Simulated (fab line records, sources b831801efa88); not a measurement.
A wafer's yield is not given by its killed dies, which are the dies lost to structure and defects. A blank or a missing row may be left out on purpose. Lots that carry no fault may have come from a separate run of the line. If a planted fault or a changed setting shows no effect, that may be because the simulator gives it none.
Which tool did it? :: flow sky130 :: 6 lots with 18 wafers sampled at 3 steps, on a route of 708 steps

## WHAT THE GAUGES SHOWED, per wafer
SKY_LOCAL_INTERCONNECT_OVL_MEAS_12.
lot: L792
measured: day 34 05:26
on: overlay-01
LOCAL_INTERCONNECT_OVL (nm): -4 -7 -2

lot: L795
measured: day 35 16:44
on: overlay-01
LOCAL_INTERCONNECT_OVL (nm): -3 -6 -4

lot: L797
measured: day 35 23:11
on: overlay-02
LOCAL_INTERCONNECT_OVL (nm): -2 4 4

lot: L800
measured: day 36 18:27
on: overlay-02
LOCAL_INTERCONNECT_OVL (nm): -2 -2 -2

## WHICH TOOL RAN EACH LOT (tool, then ch and the chambers of the sampled wafers, then the start)
lot: L787
SKY_LI_CONTACT_SPUTTER_19: pvdSputter-04, day 31 22:26
SKY_LI_CONTACT_CMP_24: cmp-02 ch 1,2, day 32 02:56

lot: L789
SKY_LI_CONTACT_SPUTTER_19: pvdSputter-03, day 32 10:48
SKY_LI_CONTACT_CMP_24: cmp-02 ch 0,2,3, day 32 13:58

lot: L792
SKY_LI_CONTACT_SPUTTER_19: pvdSputter-04, day 33 02:09
SKY_LI_CONTACT_CMP_24: cmp-01 ch 0,2,3, day 33 02:39

lot: L795
SKY_LI_CONTACT_SPUTTER_19: pvdSputter-03, day 34 13:53
SKY_LI_CONTACT_CMP_24: cmp-02 ch 1,2, day 34 14:20

lot: L797
SKY_LI_CONTACT_SPUTTER_19: pvdSputter-01, day 34 20:36
SKY_LI_CONTACT_CMP_24: cmp-02 ch 0,3, day 34 21:02

lot: L800
SKY_LI_CONTACT_SPUTTER_19: pvdSputter-03, day 35 15:44
SKY_LI_CONTACT_CMP_24: cmp-02 ch 0,3, day 35 16:11
- SKY_LI_CONTACT_SPUTTER_19: material Ti, target thk 20 nm, time 106.37 s.
- SKY_LI_CONTACT_CMP_24: polishes, stops on PSG, t overpolish 20 s, target thk 0 nm.

## THE ANSWER, worked out from the rows above alone
Rule: what is usual is taken from the lots themselves. Put in order of their means at a reading, lots are off if they are a third of the lots or fewer, leave a main group of 4 or more, and stand apart from it by a gap of 3 or more times the standard deviation of the main group's means; of several such gaps the widest counts. Not used: any main group whose means are identical at the precision the tables above print for the reading. A lot without any number at a reading at which 4 lots or more have one is off too. The other lots that the step has rows for count as sound.
Nothing can be told from this: no lot is off at any reading shown.

## WHAT WAS PUT IN BY THE SIMULATOR
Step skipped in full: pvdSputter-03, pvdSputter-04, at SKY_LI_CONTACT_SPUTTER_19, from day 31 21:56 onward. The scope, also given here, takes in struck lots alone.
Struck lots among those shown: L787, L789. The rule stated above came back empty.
